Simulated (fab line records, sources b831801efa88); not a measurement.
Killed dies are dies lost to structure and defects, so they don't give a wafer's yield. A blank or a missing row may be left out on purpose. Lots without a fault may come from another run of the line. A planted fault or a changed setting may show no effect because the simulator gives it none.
A struck lot beside a sound one | flow sfq_line | 19 steps out of a route of 325
Sound: wafers L359.1, L359.2, L359.5. Struck: wafers L365.2, L365.4. (L365.1 of the same lot was not struck and is left out.) The cause comes at the end.
At each step with rows: each side's tool, then ch and its chambers, then its first start. Under that, the readings that differ: sound wafers | struck wafers | difference of the means | sigmas: that difference in standard deviations of wafers without a fault.
alike: readings whose means differ by less than 2 such deviations, and words and numbers that are the same on both sides. not compared: withheld readings, readings that some wafer has no value for, bounds like >300 that may hide the same value, and numbers for which the record gives no deviation and whose values overlap.
The two part at a step that has a row with sigmas, a row that says differs or no value, or rows on one side only. Numbers that don't overlap but have no deviation are shown without sigmas and don't part them. A reading that every wafer of one side lacks parts them only if that side has two wafers or more.

SFQ_M6_OVL_MEAS_940:
  sound on overlay-01, day 62 03:23; struck on overlay-01, day 71 16:10
  alike: M6_OVL
SFQ_TRILAYER_M6_BARC_OPEN_METAL_ETCH_206: etches BARC in O2, target depth 125 nm, time 41.7 s.
  sound on rie_metal-04 ch 0,1, day 62 03:25; struck on rie_metal-04 ch 0,1, day 71 16:11
  alike: drypump_motor_current_A, oes_product_au
  not compared: rf_hours_counter_h
SFQ_TRILAYER_M6_ETCH_METAL_ETCH_162: etches Nb in Cl2/Ar, stops on SiO2, target depth 240 nm, time 120 s.
  sound on rie_metal-04 ch 0,1, day 62 03:29; struck on rie_metal-04 ch 0,1, day 71 16:15
  alike: drypump_motor_current_A, oes_product_au
  not compared: rf_hours_counter_h
then, 3 steps without rows for these wafers: SFQ_TRILAYER_M6_STRIP_STRIP_163 (strips in O2); SFQ_TRILAYER_M6_STRIP_SOLV_CLEAN_164 (cleans in NMP, time 600 s); SFQ_TRILAYER_I6_DEP_PECVD_165 (deposits SiO2 from SiH4/N2O, time 111.11 s, target thk 500 nm).
SFQ_TRILAYER_I6_CMP_CMP_166: polishes SiO2.
  sound on cmp-01 ch 0,2, day 62 04:28; struck on cmp-02 ch 0,2, day 71 17:14
  alike: motor_current_A, slurry_flow_ml_min, time_to_endpoint_s
SFQ_I6_BOW_MEAS_941:
  sound on film_metro-04, day 62 07:28; struck on film_metro-04, day 71 20:14
  alike: I6_BOW
SFQ_TRILAYER_I6_METRO_MEASURE_167:
  sound on film_metro-04, day 62 07:35; struck on film_metro-04, day 71 20:21
  alike: thk_nm
then, 3 steps without rows for these wafers: SFQ_TRILAYER_I6_VIA_LITHO_COAT_174 (resist thk 62 nm); SFQ_TRILAYER_I6_VIA_LITHO_COAT_169 (resist thk 650 nm); SFQ_TRILAYER_I6_VIA_LITHO_SOFTBAKE_173.
SFQ_TRILAYER_I6_VIA_LITHO_EXPOSE_170: exposes mask I6, target cd 700 nm.
  sound on krf_scanner-02 ch 0, day 62 12:41; struck on krf_scanner-01 ch 0, day 71 22:50
  alike: mask, focus_offset_nm
then, 2 steps without rows for these wafers: SFQ_TRILAYER_I6_VIA_LITHO_PEB_172 (peb time 60 s); SFQ_TRILAYER_I6_VIA_LITHO_DEVELOP_171 (time 60 s).
SFQ_I6_OVL_MEAS_942:
  sound on overlay-02, day 62 14:11; struck on overlay-01, day 72 00:20
  reading     | sound   | struck | difference | sigmas
  I6_OVL (nm) | -1 3 -1 | 13 16  | +14        | +2
SFQ_TRILAYER_I6_VIA_BARC_OPEN_VIA_ETCH_235: etches BARC in O2, target depth 125 nm, time 41.7 s.
  sound on rie_diel-02 ch 2,3, day 62 14:13; struck on rie_diel-04 ch 3, day 72 00:22
  reading             | sound             | struck  | difference | sigmas
  model.I6.cd_nm (nm) | 701.7 700.6 703.3 | 712 713 | +11        |
  alike: drypump_motor_current_A, oes_product_au
  not compared: rf_hours_counter_h
SFQ_TRILAYER_I6_VIA_ETCH_VIA_ETCH_172: etches SiO2 in CHF3, stops on Nb, target depth 260 nm.
  sound on rie_diel-02 ch 2,3, day 62 14:16; struck on rie_diel-04 ch 3, day 72 00:24
  reading             | sound             | struck      | difference | sigmas
  model.I6.cd_nm (nm) | 698.9 700.6 700.9 | 712.9 714.4 | +13.5      |
  alike: drypump_motor_current_A, oes_product_au
SFQ_TRILAYER_I6_VIA_STRIP_STRIP_173: strips in O2.
  sound on rie_metal-03 ch 0,1, day 62 14:22; struck on rie_metal-03 ch 0,1, day 72 00:31
  alike: drypump_motor_current_A, oes_product_au
  not compared: rf_hours_counter_h

WHERE THEY PART
Only at SFQ_I6_OVL_MEAS_942, within this record. Later steps at which nothing parts them and some readings are alike: SFQ_TRILAYER_I6_VIA_BARC_OPEN_VIA_ETCH_235, SFQ_TRILAYER_I6_VIA_ETCH_VIA_ETCH_172, SFQ_TRILAYER_I6_VIA_STRIP_STRIP_173.

WHY: what the simulator had put in
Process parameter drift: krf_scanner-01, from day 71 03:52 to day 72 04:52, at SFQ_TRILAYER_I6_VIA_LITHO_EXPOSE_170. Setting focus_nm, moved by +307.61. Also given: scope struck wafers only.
